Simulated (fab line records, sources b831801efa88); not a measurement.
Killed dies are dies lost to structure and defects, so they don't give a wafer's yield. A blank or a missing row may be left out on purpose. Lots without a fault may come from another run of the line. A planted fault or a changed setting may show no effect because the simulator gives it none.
Split-lot experiment | flow sfq_line | 5 lots, 23 wafers read, on a route of 325 steps

THE SPLIT
At SFQ_TRILAYER_L0_VIA_LITHO_EXPOSE_014 (exposes mask L0V, target cd 700 nm), the setting dose_mj was moved away from the recipe's 21.3 on 8 of the 23 wafers read, by -5.2% to +3.8%. The other wafers ran this setting at the recipe's value.

FROM THE SPLIT TO THE READING: what the file shows between them, 2 steps
- SFQ_TRILAYER_L0_VIA_LITHO_PEB_016: peb time 60 s
- SFQ_TRILAYER_L0_VIA_LITHO_DEVELOP_015: time 60 s

THE READING
L0V.cd_nm (the simulator's own value, which no gauge read), in nm, at SFQ_TRILAYER_L0_VIA_BARC_OPEN_VIA_ETCH_021 (etches BARC in O2, target depth 125 nm, time 42.74 s). The file gives no usual value for it. The 15 wafers here that ran the recipe average 700.4 nm, standard deviation 0.63 nm.

wafer  | tool, chamber at the split | dose_mj as run | against the recipe | L0V.cd_nm, nm | against lot-mates on the recipe
L078.2 | krf_scanner-02, 0          | 21.3           | recipe             | 700.3         | -
L078.3 | krf_scanner-02, 0          | 20.72          | -2.7%              | 695.5         | -5.0
L078.4 | krf_scanner-02, 0          | 20.72          | -2.7%              | 696.4         | -4.1
L078.5 | krf_scanner-02, 0          | 21.3           | recipe             | 700           | -
L078.6 | krf_scanner-02, 0          | 21.3           | recipe             | 701.3         | -
L079.1 | krf_scanner-02, 0          | 21.3           | recipe             | 700           | -
L079.2 | krf_scanner-02, 0          | 21.3           | recipe             | 699.9         | -
L079.3 | krf_scanner-02, 0          | 21.3           | recipe             | 700.4         | -
L081.1 | krf_scanner-02, 0          | 20.19          | -5.2%              | 693.6         | -7.3
L081.2 | krf_scanner-02, 0          | 20.19          | -5.2%              | 693.4         | -7.5
L081.4 | krf_scanner-02, 0          | 21.3           | recipe             | 700.2         | -
L081.5 | krf_scanner-02, 0          | 21.3           | recipe             | 701.2         | -
L081.6 | krf_scanner-02, 0          | 21.3           | recipe             | 701.3         | -
L083.1 | krf_scanner-02, 0          | 22.12          | +3.8%              | 706.5         | +6.8
L083.3 | krf_scanner-02, 0          | 21.3           | recipe             | 699.2         | -
L083.4 | krf_scanner-02, 0          | 21.3           | recipe             | 700.6         | -
L083.5 | krf_scanner-02, 0          | 22.12          | +3.8%              | 705.9         | +6.2
L083.6 | krf_scanner-02, 0          | 21.3           | recipe             | 699.3         | -
L084.1 | krf_scanner-02, 0          | 20.29          | -4.7%              | 693.2         | -7.5
L084.2 | krf_scanner-02, 0          | 21.3           | recipe             | 700.7         | -
L084.5 | krf_scanner-02, 0          | 21.3           | recipe             | 700.7         | -
L084.3 | krf_scanner-02, 0          | 20.29          | -4.7%              | 691.5         | -9.2
L084.6 | krf_scanner-02, 0          | 21.3           | recipe             | 700.8         | -

THE FIT
A straight line over all 23 wafers: L0V.cd_nm changes by +1.51 nm for each +1% of dose_mj; r = +0.98; the points scatter about the line by 0.74 nm.
The same after taking each lot's own level away (the mean of its wafers on the recipe; 23 wafers): +1.62 nm for each +1%; r = +0.99; scatter 0.63 nm.
On that fit, the largest move of dose_mj shifts the reading by 8.4 nm.
The lots' own levels span 699.70 to 700.90 nm, that is 1.9 times the standard deviation above.
So the lot-to-lot level changes the slope little: the two slopes agree.
Check: with one of the wafers moved furthest among these (-5.2%) left out of the fit, the line predicts -8.65 nm for it against its lot-mates. It came out at -7.3 nm against them.

OTHER SPLITS ON THESE WAFERS
These wafers also went through other splits before the reading. Each is held against what the fit with the lots' levels taken away leaves over:
other split on the same wafers                  | wafers away from the commonest value | r with L0V.cd_nm (lot level and that fit taken away)
SFQ_TRILAYER_L0_LITHO_COAT_010 spin_rpm         | 8                                    | -0.12
SFQ_TRILAYER_L0_BARC_OPEN_METAL_ETCH_010 time_s | 9                                    | -0.25

THE FILE'S OWN FIT
L0V.cd_nm changes by +1.61 nm for each +1% of dose_mj, r = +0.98.
